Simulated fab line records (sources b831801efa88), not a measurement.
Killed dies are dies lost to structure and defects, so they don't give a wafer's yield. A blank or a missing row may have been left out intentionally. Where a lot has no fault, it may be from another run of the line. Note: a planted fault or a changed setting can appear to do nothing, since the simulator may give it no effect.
Chamber matching :: flow sky130 :: 4 sister chambers for SKY_VIA1_CMP_02 on cmp-01
The step polishes SiO2. 4 wafers are shown with their chamber, then 8 later ones without.

== EACH WAFER AND ITS CHAMBER ==
wafer: L170.4
chamber: 0
motorCurrentA (A): 12.4

wafer: L175.2
chamber: 3
motorCurrentA (A): 12.4

wafer: L175.4
chamber: 2
motorCurrentA (A): 8.4

wafer: L177.2
chamber: 1
motorCurrentA (A): 12.6

== WAFERS WITH NO CHAMBER GIVEN ==
wafer: L177.4
motorCurrentA (A): 12.7

wafer: L177.6
motorCurrentA (A): 9.3

wafer: L184.2
motorCurrentA (A): 12.5

wafer: L184.3
motorCurrentA (A): 13.0

wafer: L184.5
motorCurrentA (A): 12.8

wafer: L185.1
motorCurrentA (A): 13.6

wafer: L185.4
motorCurrentA (A): 8.7

wafer: L185.5
motorCurrentA (A): 13.0

== CHAMBER TAKEN BY EACH ==
wafer: L177.4
from the rows above: can't be placed: 1 or 0 or 3
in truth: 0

wafer: L177.6
from the rows above: 2
in truth: 2

wafer: L184.2
from the rows above: can't be placed: 0 or 1 or 3
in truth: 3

wafer: L184.3
from the rows above: can't be placed: 1 or 0 or 3
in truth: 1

wafer: L184.5
from the rows above: can't be placed: 1 or 0 or 3
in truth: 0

wafer: L185.1
from the rows above: can't be placed: 1 or 0 or 3
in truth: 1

wafer: L185.4
from the rows above: 2
in truth: 2

wafer: L185.5
from the rows above: can't be placed: 1 or 0 or 3
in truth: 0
Correct placement for 2 of the 8. Can't be placed from these rows: 6 (the true chamber is among the candidates in 6). Wrongly placed: 0.
How it was worked out, from the rows above alone: a wafer's distance from a chamber is the root of the sum, over the readings, of the square of ((its reading less the chamber's mean) divided by the reading's scatter). The wafer belongs to the nearest chamber; if the next one is less than 2 further off, it can't be placed. For every chamber, the mean is computed from those of its wafers that are shown. The scatter: root of mean squared gap, hidden wafer to nearest shown wafer, with one shown wafer a chamber.
